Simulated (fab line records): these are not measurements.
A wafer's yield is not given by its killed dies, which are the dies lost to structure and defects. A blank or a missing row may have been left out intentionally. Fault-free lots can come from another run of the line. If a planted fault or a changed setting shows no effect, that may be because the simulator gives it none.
Chamber matching -- flow sky130 -- rie diel-03 running SKY_METAL3_ETCH_17: 4 sister chambers
The step etches SiO2 in C4F8/O2/Ar, stops on TiN, time 3.9 s, target depth 15 nm. 4 wafers are shown with their chamber, then 12 later ones without.

## WAFERS PAIRED WITH THEIR CHAMBERS
wafer,chamber,oes product au (a.u.)
L085.2,3,0.741
L085.4,0,0.759
L085.5,2,0.760
L085.6,1,0.749

## WAFERS WITH NO CHAMBER GIVEN
wafer,oes product au (a.u.)
L090.1,0.746
L090.2,0.766
L090.5,0.770
L095.2,0.764
L095.4,0.761
L095.5,0.761
L096.1,0.753
L096.2,0.754
L096.3,0.765
L096.4,0.763
L096.5,0.760
L096.6,0.768

## CHAMBER TAKEN BY EACH
wafer,from the rows above,in truth
L090.1,can't be placed: 1 or 3 or 0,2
L090.2,can't be placed: 2 or 0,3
L090.5,can't be placed: 2 or 0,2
L095.2,can't be placed: 2 or 0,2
L095.4,can't be placed: 2 or 0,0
L095.5,can't be placed: 2 or 0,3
L096.1,can't be placed: 1 or 0 or 2 or 3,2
L096.2,can't be placed: 0 or 1 or 2 or 3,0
L096.3,can't be placed: 2 or 0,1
L096.4,can't be placed: 2 or 0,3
L096.5,can't be placed: 2 or 0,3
L096.6,can't be placed: 2 or 0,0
Placed correctly: 0 of 12. Unplaceable from these rows: 12, with the true chamber sitting among the candidates in 6. 0 placed wrongly.
How it was worked out, from the rows above alone: a wafer's distance from a chamber is the root of the sum, over the readings, of the square of ((its reading less the chamber's mean) divided by the reading's scatter). If the next closest chamber is less than 2 further off than the closest, the wafer can't be placed; otherwise it belongs to the closest. Each chamber's mean is taken over the wafers shown for it. The scatter: root of mean squared gap, hidden wafer to nearest shown wafer, with one shown wafer a chamber.
